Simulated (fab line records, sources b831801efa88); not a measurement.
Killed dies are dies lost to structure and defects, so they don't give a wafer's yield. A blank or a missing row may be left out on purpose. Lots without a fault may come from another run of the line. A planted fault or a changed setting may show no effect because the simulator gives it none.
Which tool did it? | flow sfq_line | 13 lots, 39 wafers sampled, at 4 steps of a route of 325

WHAT THE GAUGES READ, wafer by wafer
The record holds no reading of a measuring or inspecting step that can be judged against a usual standard deviation.

WHICH TOOL RAN EACH LOT (tool, then ch and the chambers of the sampled wafers, then the start)
lot  | SFQ_TRILAYER_M1_BARC_OPEN_METAL_ETCH_054 | SFQ_TRILAYER_R5_DEP_SPUTTER_133 | SFQ_TRILAYER_R5_ETCH_METAL_ETCH_139 | SFQ_TRILAYER_I5_ETCH_VIA_ETCH_147
L759 | rie_metal-02 ch 0,1, day 24 13:16        | pvd_sputter-04, day 50 03:42    | rie_metal-03 ch 0,1, day 51 00:49   | rie_diel-03 ch 0,2,3, day 56 12:22
L760 | rie_metal-03 ch 0,1, day 25 15:41        | pvd_sputter-05, day 50 10:34    | rie_metal-02 ch 0,1, day 51 02:02   | rie_diel-01 ch 0,3, day 56 14:46
L761 | rie_metal-03 ch 1, day 25 23:05          | pvd_sputter-06, day 50 13:32    | rie_metal-03 ch 0,1, day 51 03:13   | rie_diel-04 ch 2, day 56 18:23
L762 | rie_metal-03 ch 0,1, day 26 06:17        | pvd_sputter-05, day 50 15:19    | rie_metal-03 ch 0,1, day 51 05:29   | rie_diel-01 ch 2,3, day 56 20:46
L763 | rie_metal-03 ch 0,1, day 26 14:43        | pvd_sputter-04, day 50 18:58    | rie_metal-01 ch 0,1, day 51 06:42   | rie_diel-03 ch 2,3, day 56 21:58
L764 | rie_metal-02 ch 0,1, day 26 23:05        | pvd_sputter-04, day 51 05:02    | rie_metal-02 ch 0,1, day 51 07:53   | rie_diel-04 ch 0,1,2, day 56 23:10
L765 | rie_metal-04 ch 0,1, day 27 02:41        | pvd_sputter-05, day 58 02:29    | rie_metal-03 ch 0,1, day 58 05:50   | rie_diel-04 ch 0,2,3, day 58 09:01
L766 | rie_metal-02 ch 0,1, day 27 12:17        | pvd_sputter-06, day 58 03:41    | rie_metal-02 ch 0,1, day 58 07:02   | rie_diel-03 ch 0,1,3, day 58 10:14
L767 | rie_metal-04 ch 0,1, day 27 13:29        | pvd_sputter-06, day 64 00:01    | rie_metal-01 ch 0,1, day 64 02:37   | rie_diel-03 ch 0,1,2, day 64 06:47
L773 | rie_metal-04 ch 0,1, day 29 13:25        | pvd_sputter-06, day 64 19:17    | rie_metal-03 ch 0,1, day 64 22:01   | rie_diel-04 ch 0,2,3, day 65 02:04
L776 | rie_metal-04 ch 0,1, day 30 21:59        | pvd_sputter-04, day 65 00:01    | rie_metal-01 ch 0,1, day 69 13:48   | rie_diel-03 ch 0,1,2, day 72 18:02
L780 | rie_metal-03 ch 0,1, day 32 01:35        | pvd_sputter-05, day 66 06:01    | rie_metal-02 ch 0,1, day 71 00:37   | rie_diel-03 ch 0,1,2, day 73 21:43
L782 | rie_metal-03 ch 0,1, day 32 14:49        | pvd_sputter-04, day 77 06:53    | rie_metal-03 ch 0,1, day 79 14:35   | rie_diel-03 ch 2,3, day 82 09:45
- SFQ_TRILAYER_M1_BARC_OPEN_METAL_ETCH_054: etches BARC in O2, target depth 125 nm, time 41.7 s.
- SFQ_TRILAYER_R5_DEP_SPUTTER_133: material MoNx, target thk 40 nm, time 66.7 s.
- SFQ_TRILAYER_R5_ETCH_METAL_ETCH_139: etches the open film in Cl2, stops on SiO2, target depth 60 nm, time 40 s.
- SFQ_TRILAYER_I5_ETCH_VIA_ETCH_147: etches the open film in CHF3, stops on Nb, target depth 360 nm.

WHAT THE TOOLS THEMSELVES READ (means of the sampled wafers that have a number; where no wafer has one, the mark that the record gives instead)
SFQ_TRILAYER_M1_BARC_OPEN_METAL_ETCH_054. Usual: bias_w 79.99 W, standard deviation 0.24; drypump_motor_current_A 5.8 A, standard deviation 0.38; oes_product_au 0.685 a.u., standard deviation 0.0053; rf_fwd_power_W 592.6 W, standard deviation 2.7.
lot  | tool         | bias_w (W) | drypump_motor_current_A (A) | oes_product_au (a.u.) | rf_fwd_power_W (W) | flag
L759 | rie_metal-02 | 80.08      | 6.2                         | 0.688                 | 592.8              |
L760 | rie_metal-03 | 80.12      | 5.8                         | 0.688                 | 594.8              |
L761 | rie_metal-03 | 80.28      | 6.1                         | 0.682                 | 591.2              |
L762 | rie_metal-03 | 79.81      | 5.9                         | 0.680                 | 591.9              |
L763 | rie_metal-03 | 79.69      | 5.9                         | 0.684                 | 594.0              |
L764 | rie_metal-02 | 79.92      | 6.2                         | 0.684                 | 591.9              |
L765 | rie_metal-04 | 79.82      | 5.7                         | 0.687                 | 589.2              |
L766 | rie_metal-02 | 80.33      | 6.2                         | 0.688                 | 594.7              |
L767 | rie_metal-04 | 79.81      | 5.5                         | 0.685                 | 591.9              |
L773 | rie_metal-04 | 79.97      | 5.7                         | 0.677                 | 556.5              | OFF
L776 | rie_metal-04 | 79.87      | 5.7                         | 0.685                 | 558.5              | OFF
L780 | rie_metal-03 | 80.02      | 5.9                         | 0.685                 | 592.0              |
L782 | rie_metal-03 | 80.06      | 5.9                         | 0.689                 | 592.0              |

SFQ_TRILAYER_R5_DEP_SPUTTER_133. Usual: throttle_valve_pct 29.8 %, standard deviation 0.76.
lot  | tool           | throttle_valve_pct (%) | flag
L759 | pvd_sputter-04 | 29.9                   |
L760 | pvd_sputter-05 | 30.4                   |
L761 | pvd_sputter-06 | 29.2                   |
L762 | pvd_sputter-05 | 29.7                   |
L763 | pvd_sputter-04 | 29.7                   |
L764 | pvd_sputter-04 | 29.4                   |
L765 | pvd_sputter-05 | 30.3                   |
L766 | pvd_sputter-06 | 29.6                   |
L767 | pvd_sputter-06 | 29.5                   |
L773 | pvd_sputter-06 | 29.4                   |
L776 | pvd_sputter-04 | 29.8                   |
L780 | pvd_sputter-05 | 30.5                   |
L782 | pvd_sputter-04 | 30.2                   |

SFQ_TRILAYER_R5_ETCH_METAL_ETCH_139. Usual: bias_w 79.97 W, standard deviation 0.24; drypump_motor_current_A 5.9 A, standard deviation 0.31; oes_product_au 0.989 a.u., standard deviation 0.0072; rf_fwd_power_W 593.2 W, standard deviation 2.7.
lot  | tool         | bias_w (W) | drypump_motor_current_A (A) | oes_product_au (a.u.) | rf_fwd_power_W (W) | flag
L759 | rie_metal-03 | 79.90      | 5.9                         | 0.989                 | 589.1              |
L760 | rie_metal-02 | 80.02      | 5.9                         | 0.987                 | 594.2              |
L761 | rie_metal-03 | 79.62      | 5.9                         | 0.993                 | 594.8              |
L762 | rie_metal-03 | 79.91      | 5.9                         | 0.993                 | 593.7              |
L763 | rie_metal-01 | 79.99      | 5.9                         | 0.988                 | 593.9              |
L764 | rie_metal-02 | 79.96      | 5.9                         | 0.986                 | 594.1              |
L765 | rie_metal-03 | 79.93      | 5.9                         | 0.996                 | 592.1              |
L766 | rie_metal-02 | 79.85      | 6.2                         | 0.997                 | 593.1              |
L767 | rie_metal-01 | 79.86      | 5.8                         | 0.985                 | 590.0              |
L773 | rie_metal-03 | 80.02      | 5.8                         | 0.989                 | 593.3              |
L776 | rie_metal-01 | 80.02      | 5.9                         | 0.983                 | 593.1              |
L780 | rie_metal-02 | 80.30      | 5.9                         | 0.988                 | 592.0              |
L782 | rie_metal-03 | 80.05      | 5.9                         | 0.991                 | 593.5              |

SFQ_TRILAYER_I5_ETCH_VIA_ETCH_147. Usual: bias_w 80.02 W, standard deviation 0.26; drypump_motor_current_A 6.1 A, standard deviation 0.33; oes_product_au 0.989 a.u., standard deviation 0.006; rf_fwd_power_W 498.6 W, standard deviation 1.5.
lot  | tool        | bias_w (W) | drypump_motor_current_A (A) | oes_product_au (a.u.) | rf_fwd_power_W (W) | flag
L759 | rie_diel-03 | 80.18      | 6.4                         | 0.989                 | 498.7              |
L760 | rie_diel-01 | 79.95      | 5.5                         | 0.981                 | 499.2              |
L761 | rie_diel-04 | 79.75      | 6.2                         | 0.993                 | 497.8              |
L762 | rie_diel-01 | 79.76      | 5.7                         | 0.989                 | 498.7              |
L763 | rie_diel-03 | 79.97      | 6.2                         | 0.990                 | 498.2              |
L764 | rie_diel-04 | 79.99      | 6.1                         | 0.996                 | 496.4              |
L765 | rie_diel-04 | 80.10      | 5.9                         | 0.994                 | 499.0              |
L766 | rie_diel-03 | 80.13      | 6.4                         | 0.987                 | 498.5              |
L767 | rie_diel-03 | 80.11      | 6.4                         | 0.992                 | 500.8              |
L773 | rie_diel-04 | 79.84      | 5.9                         | 0.993                 | 497.8              |
L776 | rie_diel-03 | 79.88      | 6.4                         | 0.989                 | 499.5              |
L780 | rie_diel-03 | 79.97      | 6.4                         | 0.989                 | 498.4              |
L782 | rie_diel-03 | 80.17      | 6.3                         | 0.989                 | 497.6              |

THE ANSWER, worked out from the rows above alone
Rule: a lot is off if the mean of its wafers that have a number lies more than 3 standard deviations from the usual mean. A lot without any number at a reading at which 4 lots or more have one is off too. The other lots that the step has rows for count as sound. The gauges are gone through in route order, then the tools' own readings, and for those a lot's mean is taken as printed above. The first step at which some lot is off is used, and at that step the reading that is off furthest; a lot without a number counts as furthest.
Off: L773, L776, at SFQ_TRILAYER_M1_BARC_OPEN_METAL_ETCH_054 (rf_fwd_power_W).
A tool fits if, at that step or a process step before it, it ran every lot that is off, and no sound lot after the first of them. One fits: rie_metal-04 at SFQ_TRILAYER_M1_BARC_OPEN_METAL_ETCH_054. Its last sound lot is L767 (day 27 13:29), its first lot that is off L773 (day 29 13:25): a fault that began between those two fits.
The tool's own readings at SFQ_TRILAYER_M1_BARC_OPEN_METAL_ETCH_054 bear it out: on the lots that are off they differ by more than 5 times the standard deviation of the sound lots' means. rf_fwd_power_W reads 557.5 W there against 592.4 W on the sound lots.

WHAT THE SIMULATOR HAD PUT IN
Process parameter drift: rie_metal-04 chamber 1, from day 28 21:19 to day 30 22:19, at SFQ_TRILAYER_M1_BARC_OPEN_METAL_ETCH_054. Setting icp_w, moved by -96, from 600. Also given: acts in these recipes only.
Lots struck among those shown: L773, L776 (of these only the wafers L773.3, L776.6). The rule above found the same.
